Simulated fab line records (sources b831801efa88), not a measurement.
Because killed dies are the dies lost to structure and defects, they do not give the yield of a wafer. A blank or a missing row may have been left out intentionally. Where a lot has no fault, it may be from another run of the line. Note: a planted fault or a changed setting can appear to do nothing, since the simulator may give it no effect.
Split-lot trial ; flow gf180mcu ; 23 wafers read across 5 lots, on a route 602 steps long

## THE SPLIT ITSELF
At GF_M4_SPUTTER_01 (material TiN, target thk 30 nm, time 25 s), the setting power-w was moved away from the recipe's 6500 W on 5 of the 23 wafers read, by -6.1% to +9.9%. All remaining wafers had this setting at the recipe value.

The reading is taken at the split's own step.

## THE READING
TiN_of_M4_SPUTTER_01.thk-nm (the simulator's own value, which no gauge read), in nm, at GF_M4_SPUTTER_01 (material TiN, target thk 30 nm, time 25 s). The file gives no usual value for it. The 18 wafers here that ran the recipe average 30.12 nm, standard deviation 0.32 nm.

wafer;tool, chamber at the split;power-w as run, W;against the recipe;TiN_of_M4_SPUTTER_01.thk-nm, nm;against lot-mates on the recipe
L074.1;pvd-sputter-02, -;6500;recipe;29.87;-
L074.3;pvd-sputter-02, -;6500;recipe;30.47;-
L074.4;pvd-sputter-02, -;6500;recipe;29.89;-
L074.5;pvd-sputter-02, -;6500;recipe;30.14;-
L074.6;pvd-sputter-02, -;6500;recipe;30.31;-
L076.1;pvd-sputter-02, -;6500;recipe;30.57;-
L076.4;pvd-sputter-02, -;6500;recipe;29.97;-
L076.5;pvd-sputter-02, -;6500;recipe;30.12;-
L080.1;pvd-sputter-03, -;6101;-6.1%;27.95;-1.60
L080.2;pvd-sputter-03, -;6101;-6.1%;28.02;-1.53
L080.4;pvd-sputter-03, -;6101;-6.1%;27.61;-1.94
L080.5;pvd-sputter-03, -;6500;recipe;29.41;-
L080.6;pvd-sputter-03, -;6500;recipe;29.69;-
L083.1;pvd-sputter-04, -;6500;recipe;30.48;-
L083.2;pvd-sputter-04, -;6500;recipe;30.19;-
L083.3;pvd-sputter-04, -;6500;recipe;30.03;-
L083.4;pvd-sputter-04, -;6500;recipe;29.65;-
L083.6;pvd-sputter-04, -;6500;recipe;30.42;-
L085.1;pvd-sputter-02, -;7146;+9.9%;33.21;+2.87
L085.2;pvd-sputter-02, -;6500;recipe;30.26;-
L085.4;pvd-sputter-02, -;7146;+9.9%;33.35;+3.01
L085.5;pvd-sputter-02, -;6500;recipe;30.44;-
L085.6;pvd-sputter-02, -;6500;recipe;30.32;-

FIT RESULTS
A straight line over all 23 wafers: TiN_of_M4_SPUTTER_01.thk-nm changes by +0.336 nm for each +1% of power-w; r = +0.97; the points scatter about the line by 0.31 nm.
The same after taking each lot's own level away (the mean of its wafers on the recipe; 23 wafers): +0.288 nm for each +1%; r = +0.98; scatter 0.23 nm.
Per that fit: largest power-w move, reading shift of 2.9 nm.
From 29.550 to 30.340 nm: that is the span of the lots' own levels, equal to 2.5 times the standard deviation above.
In other words, the slope is changed by the lot-to-lot level; the two fits disagree.
Check: for one of the wafers moved furthest among these (+9.9%), held out of the fit, the line's prediction against its lot-mates is +2.89 nm. It came out at +2.87 nm against them.

## ADDITIONAL SPLITS CARRIED BY THESE WAFERS
Note: prior to the reading, these wafers also went through further splits. Each is held against what the fit with the lots' levels taken away leaves over:
other split on the same wafers;wafers away from the commonest value;r with TiN_of_M4_SPUTTER_01.thk-nm (lot level and that fit taken away)
GF_V1_COAT_09 resist-thk-nm;11;+0.02
GF_V1_SOFTBAKE_10 temp-c;3;+0.00
GF_M2_SPUTTER_00 power-w;10;+0.22
GF_M2_EXPOSE_11 dose-mj;4;+0.07
GF_M2_METAL_ETCH_16 time-s;5;-0.03
GF_V2_COAT_09 resist-thk-nm;9;+0.01
GF_V2_SPUTTER_22 chamber-pressure-pa;18;+0.01
GF_M3_SPUTTER_04 time-s;7;+0.15
GF_M3_STRIP_17 platen-temp-c;7;+0.08
GF_V3_CMP_04 leave-above-ref-nm;11;-0.10
GF_V3_ETCH_16 ion-energy-ev;10;+0.29
GF_M4_SPUTTER_00 chamber-pressure-pa;15;-0.02

## FILE'S OWN FIT
TiN_of_M4_SPUTTER_01.thk-nm changes by +0.29 nm for each +1% of power-w, r = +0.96.
